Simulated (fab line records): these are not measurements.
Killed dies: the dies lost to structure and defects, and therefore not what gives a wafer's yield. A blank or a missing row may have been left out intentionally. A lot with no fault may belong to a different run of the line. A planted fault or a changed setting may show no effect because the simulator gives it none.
Which tool did it?    flow sfq_line    14 lots, 42 wafers sampled, at 1 step of a route of 325

## WHAT EACH GAUGE READ, for each wafer
SFQ_L0V_OVL_MEAS_903. Usual: for L0V_OVL the level is 1 nm and the standard deviation is 5.5.
lot   measured      on          L0V_OVL (nm)  flag
L145  day 5 06:52   overlay-02  0 5 3         
L146  day 5 11:39   overlay-02  7 8 4         
L151  day 6 15:22   overlay-02  0 5 4         
L153  day 7 04:34   overlay-02  -2 1 3        
L154  day 7 10:34   overlay-01  5 12 4        
L155  day 7 20:56   overlay-01  1 0 8         
L158  day 8 12:20   overlay-01  4 7 -2        
L159  day 8 15:56   overlay-02  6 9 7         
L160  day 9 07:32   overlay-01  9 -1 3        
L161  day 9 12:20   overlay-02  1 4 -3        
L162  day 9 19:32   overlay-01  0 -2 2        
L163  day 10 03:56  overlay-01  -4 -1 -4      
L164  day 13 19:56  overlay-01  -1 1 -2       
L166  day 14 16:19  overlay-01  2 -2 2        

## WHICH TOOL RAN EACH LOT (tool, then ch and the chambers of the sampled wafers, then the start)
There is no process step in the record ahead of these readings.

## WHAT THE TOOLS THEMSELVES READ (means of the sampled wafers that have a number; where no wafer has one, the mark that the record gives instead)
The record holds no such reading with a usual standard deviation.

## THE ANSWER, worked out from the rows above alone
Rule: a lot counts as off when the mean over its wafers that have a number is more than 3 standard deviations away from the usual mean. Also off: a lot with no number at a reading for which 4 or more lots have one. The other lots that the step has rows for count as sound. First the gauges in route order, then the tools' own readings, where a lot's mean is used as printed above. The first step at which some lot is off is used, and at that step the reading that is off furthest; a lot without a number counts as furthest.
No lot is off on any of the readings shown, so nothing can be concluded from this.

## WHAT HAD BEEN PUT IN BY THE SIMULATOR
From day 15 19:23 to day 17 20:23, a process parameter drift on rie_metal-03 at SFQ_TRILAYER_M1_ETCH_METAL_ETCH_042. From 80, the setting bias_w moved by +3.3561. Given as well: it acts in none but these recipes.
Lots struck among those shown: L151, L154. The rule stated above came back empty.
